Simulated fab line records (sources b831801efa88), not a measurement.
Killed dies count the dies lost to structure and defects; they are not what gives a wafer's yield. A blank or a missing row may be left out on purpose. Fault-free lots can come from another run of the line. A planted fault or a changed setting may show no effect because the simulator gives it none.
Which tool was responsible?	flow gf180mcu	13 lots with 39 wafers sampled at 5 steps, on a route of 602 steps

== WHAT THE GAUGES READ, wafer by wafer ==
GF_V1_CD_MEAS_14 targets a cd of 260 nm.
lot	measured	on	cd_nm (nm)
L859	day 18 03:37	cd_sem-02	260.2 259.2 260.6
L860	day 18 10:13	cd_sem-01	259.2 257.9 258.1
L861	day 18 17:40	cd_sem-01	263.1 262.1 262.9
L863	day 19 16:43	cd_sem-01	259.1 259.4 257.4
L866	day 20 16:25	cd_sem-01	258.4 259.8 259.2
L867	day 21 00:38	cd_sem-01	259.0 258.6 258.8
L871	day 22 11:08	cd_sem-01	260.8 260.6 261.2
L872	day 23 00:16	cd_sem-01	260.2 260.9 260.8
L873	day 23 06:38	cd_sem-02	258.3 260.4 259.7
L875	day 23 23:09	cd_sem-02	259.8 260.0 261.1

GF_V5_THK_MEAS_03.
lot	measured	on	V5_CVD_02_THK (nm)
L859	day 26 07:12	film_metro-02	1426 1452 1474
L860	day 26 13:38	film_metro-03	1453 1418 1463
L861	day 26 19:16	film_metro-02	1424 1450 1458
L863	day 27 15:09	film_metro-03	1447 1461 1473
L866	day 28 10:04	film_metro-04	1477 1460 1484
L867	day 28 15:46	film_metro-04	1463 1440 1477
L871	day 29 22:45	film_metro-03	1481 1502 1446
L872	day 30 07:13	film_metro-04	1435 1491 1466
L873	day 30 13:39	film_metro-02	1429 1460 1491
L875	day 31 02:22	film_metro-02	1444 1508 1462

== WHICH TOOL RAN EACH LOT (tool, then ch and the chambers of the sampled wafers, then the start) ==
lot	GF_POLY_GATE_ETCH_13	GF_POLY_GATE_STRIP_14	GF_SALICIDE_RTA_06
L859	rie_si-02 ch 1,2,3, day 9 06:38	plasma_asher-03 ch 0,1, day 9 06:42	rtp_anneal-02 ch 0, day 15 04:49
L860	rie_si-02 ch 2,3, day 9 13:32	plasma_asher-02 ch 0,1, day 9 13:35	rtp_anneal-01 ch 0, day 15 10:58
L861	rie_si-02 ch 0,3, day 9 17:59	plasma_asher-01 ch 0,1, day 9 18:02	rtp_anneal-02 ch 0, day 15 17:58
L863	rie_si-02 ch 0,1,2, day 10 11:29	plasma_asher-02 ch 0,1, day 10 11:32	rtp_anneal-02 ch 0, day 16 14:31
L866	rie_si-01 ch 0,1,3, day 11 05:20	plasma_asher-02 ch 0,1, day 11 05:23	rtp_anneal-02 ch 0, day 17 13:40
L867	rie_si-01 ch 1,2,3, day 11 09:29	plasma_asher-02 ch 0,1, day 11 09:32	rtp_anneal-01 ch 0, day 17 19:28
L871	rie_si-01 ch 0,3, day 12 14:38	plasma_asher-03 ch 0,1, day 12 14:42	rtp_anneal-02 ch 0, day 19 07:34
L872	rie_si-02 ch 0,1,2, day 13 01:26	plasma_asher-01 ch 0,1, day 13 01:31	rtp_anneal-01 ch 0, day 19 21:41
L873	rie_si-02 ch 0,2, day 13 07:10	plasma_asher-03 ch 0,1, day 13 07:13	rtp_anneal-02 ch 0, day 20 03:21
L875	rie_si-01 ch 1,3, day 14 01:41	plasma_asher-02 ch 0,1, day 14 01:44	rtp_anneal-01 ch 0, day 20 22:05
L876	rie_si-01 ch 0,1,3, day 14 05:23	plasma_asher-02 ch 0,1, day 14 05:26	-
L877	rie_si-01 ch 0,1,3, day 14 10:41	plasma_asher-03 ch 0,1, day 14 10:44	-
L879	rie_si-01 ch 1,3, day 15 10:08	plasma_asher-03 ch 0,1, day 15 10:11	-
- GF_POLY_GATE_ETCH_13: etches poly-Si in HBr/Cl2, stops on SiO2, target depth 198.5 nm, time 69.6 s.
- GF_POLY_GATE_STRIP_14: strips in O2/N2.
- GF_SALICIDE_RTA_06: time 30 s.

== AS READ BY THE TOOLS THEMSELVES (means over the sampled wafers that have a number; for cases with no such wafer, the mark the record gives instead) ==
GF_POLY_GATE_ETCH_13.
lot	tool	drypump_motor_current_A (A)	oes_product_au (a.u.)	run_length_s (s)	throttle_valve_pct (%)
L859	rie_si-02	5.7	0.994	97.8	33.689
L860	rie_si-02	5.6	1.002	97.7	33.687
L861	rie_si-02	5.8	1.002	98.2	33.672
L863	rie_si-02	5.9	1.003	97.7	33.680
L866	rie_si-01	6.4	0.985	98.1	33.692
L867	rie_si-01	6.0	0.996	97.8	33.691
L871	rie_si-01	6.3	0.984	97.8	33.686
L872	rie_si-02	5.9	0.994	97.9	33.690
L873	rie_si-02	5.9	1.002	97.8	33.684
L875	rie_si-01	6.4	0.986	97.9	33.692
L876	rie_si-01	6.3	1.007	62.3	33.677
L877	rie_si-01	6.3	1.003	62.1	33.685
L879	rie_si-01	6.4	1.008	62.1	33.680

GF_POLY_GATE_STRIP_14.
lot	tool	drypump_motor_current_A (A)	heater_power_w (W)	oes_product_au (a.u.)	platen_temp_c (C)
L859	plasma_asher-03	5.43	338	0.506	250.19
L860	plasma_asher-02	5.58	311	0.504	249.99
L861	plasma_asher-01	5.77	337	0.503	250.16
L863	plasma_asher-02	5.61	315	0.503	249.86
L866	plasma_asher-02	5.60	311	0.504	249.79
L867	plasma_asher-02	5.58	312	0.509	249.74
L871	plasma_asher-03	5.71	312	0.509	250.06
L872	plasma_asher-01	5.67	352	0.505	250.09
L873	plasma_asher-03	5.71	317	0.500	250.06
L875	plasma_asher-02	5.59	317	0.501	249.96
L876	plasma_asher-02	5.62	309	0.524	250.18
L877	plasma_asher-03	5.44	339	0.526	250.13
L879	plasma_asher-03	5.71	316	0.523	249.98

GF_SALICIDE_RTA_06.
lot	tool	lamp_power_pct (%)	wafer_temp_C_max
L859	rtp_anneal-02	4.6	532.2
L860	rtp_anneal-01	6.2	532.6
L861	rtp_anneal-02	4.6	532.9
L863	rtp_anneal-02	4.6	532.0
L866	rtp_anneal-02	4.6	532.4
L867	rtp_anneal-01	6.2	532.5
L871	rtp_anneal-02	4.6	532.4
L872	rtp_anneal-01	6.2	532.7
L873	rtp_anneal-02	4.6	532.3
L875	rtp_anneal-01	6.2	532.4

== THE ANSWER, worked out from the rows above alone ==
Rule: usual is defined by the lots themselves. Put in order of their means at a reading, lots are off if they are a third of the lots or fewer, leave a main group of 4 or more, and stand apart from it by a gap of 3 or more times the standard deviation of the main group's means; of several such gaps the widest counts. A main group is skipped when, at the precision printed for the reading in the tables above, its means are all equal. A lot without any number at a reading at which 4 lots or more have one is off too. Any other lot the step has rows for is counted as sound. Order of review: gauges by route order, followed by the tools' own readings, for which a lot's mean as printed above is used. At the first step where some lot is off, the reading lying furthest off is the one used; lots without a number count as furthest.
Off: L876, L877, L879 (GF_POLY_GATE_ETCH_13, run_length_s). For the main group the mean is 97.9 s and the standard deviation 0.16.
If a tool, at that step or one of the process steps before it, ran each lot that is off and ran no sound lot following the first of them, it fits. One fits: GF_POLY_GATE_ETCH_13 on rie_si-01. Its last sound lot is L875 (day 14 01:41), its first lot that is off L876 (day 14 05:23): a fault that began between those two fits.
On the lots that are off, the tool's own readings at GF_POLY_GATE_ETCH_13 differ by more than 5 times the standard deviation of the sound lots' means, which bears it out; run_length_s reads 62.2 s there versus 97.9 s on the sound lots.

== WHAT THE SIMULATOR HAD INSERTED ==
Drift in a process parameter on rie_si-01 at GF_POLY_GATE_ETCH_13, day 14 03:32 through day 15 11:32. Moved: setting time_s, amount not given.
Lots struck among those shown: L876, L877, L879. The rule given above showed the same thing.
